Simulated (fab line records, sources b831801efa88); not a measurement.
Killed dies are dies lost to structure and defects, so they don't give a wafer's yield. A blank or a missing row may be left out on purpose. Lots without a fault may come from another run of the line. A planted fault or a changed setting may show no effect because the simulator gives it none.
Chamber matching | flow gf180mcu | GF_V3_CMP_26 on cmp-02: 4 sister chambers
The step polishes, stops on SiO2, t overpolish 15 s, target thk 0 nm. 4 wafers are shown with their chamber, then 11 later ones without.

WAFERS WITH THEIR CHAMBER
wafer  | chamber | motor_current_A (A)
L077.3 | 0       | 11.9
L078.4 | 3       | 11.6
L085.5 | 2       | 10.9
L089.3 | 1       | 9.4

WAFERS WITHOUT THEIR CHAMBER
wafer  | motor_current_A (A)
L089.4 | 12.1
L089.6 | 11.8
L093.1 | 12.0
L093.3 | 11.9
L093.5 | 12.0
L095.2 | 11.4
L095.3 | 11.9
L095.4 | 9.4
L096.2 | 12.4
L096.4 | 11.7
L096.5 | 9.2

WHICH CHAMBER EACH WENT THROUGH
wafer  | from the rows above          | in truth
L089.4 | can't be placed: 0 or 3      | 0
L089.6 | can't be placed: 0 or 3      | 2
L093.1 | can't be placed: 0 or 3      | 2
L093.3 | can't be placed: 0 or 3      | 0
L093.5 | can't be placed: 0 or 3      | 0
L095.2 | can't be placed: 3 or 0 or 2 | 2
L095.3 | can't be placed: 0 or 3      | 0
L095.4 | 1                            | 1
L096.2 | can't be placed: 0 or 3      | 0
L096.4 | can't be placed: 3 or 0      | 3
L096.5 | 1                            | 1
Placed correctly: 2 of 11. Can't be placed from these rows: 9 (the true chamber is among the candidates in 7). Placed wrongly: 0.
How it was worked out, from the rows above alone: a wafer's distance from a chamber is the root of the sum, over the readings, of the square of ((its reading less the chamber's mean) divided by the reading's scatter). The wafer belongs to the nearest chamber; if the next one is less than 2 further off, it can't be placed. A chamber's mean is the mean of its shown wafers. The scatter: with one shown wafer a chamber, the root of the mean of the squares of how far each hidden wafer lies from its nearest shown one.
